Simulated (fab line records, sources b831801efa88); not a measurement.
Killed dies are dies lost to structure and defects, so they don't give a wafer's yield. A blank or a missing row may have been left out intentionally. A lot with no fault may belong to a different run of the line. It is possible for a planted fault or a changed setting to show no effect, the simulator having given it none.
Code-filled problem report in 8D (eight disciplines) form -- flow sky130 -- the parts of the form that need people (team, actions taken, sign-off) are left out

## 1. THE ISSUE
Across 6 wafers from 2 lots, SD_N_RS at SKY_SD_N_RS_MEAS_16 averages 71.20 ohm/sq, while fault-free wafers read 68.45 ohm/sq with a standard deviation of 0.12. Relative to the usual mean, that is a shift of +23 standard deviations.
The step: measures by four-point-probe.
Seen first at day 32 00:48 on film metro-02, wafer L697.1. The record holds 36 wafers of 12 lots with a number at this step. By rule, "out" or "out of limits" means more than 4 standard deviations away from the usual mean. The other wafers with a number count as sound.

## 2. WHAT IT IS; WHAT IT IS NOT
question,is,is not
which readings at this step,SD_N_RS,-
which lots,"L697, L698","L686, L687, L688, L693, L696, L699, L700, L704, L706, L708"
which wafers of those lots,all that have a number,-
read on which gauges,"film metro-02, film metro-03",film metro-01
when,from day 32 00:48,"up to then (15 sound wafers); but 15 sound wafers of L699, L700, L704, L706, L708 came after"

## 3. THE SUSPECTS, EACH WITH WHAT RULES IT OUT
Counting: a tool at any process step up to the reading remains a suspect when it ran all the lots that are out and ran no sound lot after the first of those.
- the gauge at SKY_SD_N_RS_MEAS_16 is ruled out. Those wafers that are out were read across 2 gauges (film metro-02, film metro-03).
- rtp anneal-02 at SKY_SD_N_RTA_14 (time 2 s): kept. Every lot that is out went through it, starting with L697 (day 32 00:38), and after that it ran no sound lot; the last sound lot it ran before then is L696 (day 31 11:19).
After counting, what remains is rtp anneal-02 at SKY_SD_N_RTA_14.

## 4. THE CAUSE (what the simulator had put in)
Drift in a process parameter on rtp anneal-02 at SKY_SD_N_RTA_14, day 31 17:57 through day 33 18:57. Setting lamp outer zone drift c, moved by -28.
Only this tool survived the counting.

## 5. THE CHAIN OF EFFECTS, in route order
One row per reading whose mean, taken over the struck wafers that have a number, lies over 3 standard deviations from the usual. Only readings for which the record gives a usual standard deviation are gone through. hours: the time from each lot's start at the first step in this table that gives one to its start at this step, as a median over the lots. sigmas: the change in usual standard deviations.
hours,step,reading,usual,on struck wafers,change,sigmas
0,SKY_SD_N_RS_MEAS_16,SD_N_RS,68.45 ohm/sq,71.20,+2.75,+23
0,SKY_SD_N_RS_MEAS_17,SD_P_RS,146.3 ohm/sq,161.6,+15.3,+36
At these later measuring or inspecting steps, every struck wafer for which the step has a row has a number for every such reading, and none has moved that far: SKY_SD_N_RS_MEAS_18.

## 6. HOW IT WOULD HAVE BEEN CAUGHT EARLIER
In this record the first reading out of limits at a measuring or inspecting step was taken at day 32 00:48, 7 hours after the fault began at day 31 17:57.
No tool reading at SKY_SD_N_RTA_14 that has a usual standard deviation in the record was out on any struck wafer, so an alarm limit of 4 standard deviations on those readings would not have fired.
Lots out: 2; of these, L698 started SKY_SD_N_RTA_14 on rtp anneal-02 after day 32 00:48. It would have been spared by a hold on the tool at that moment.
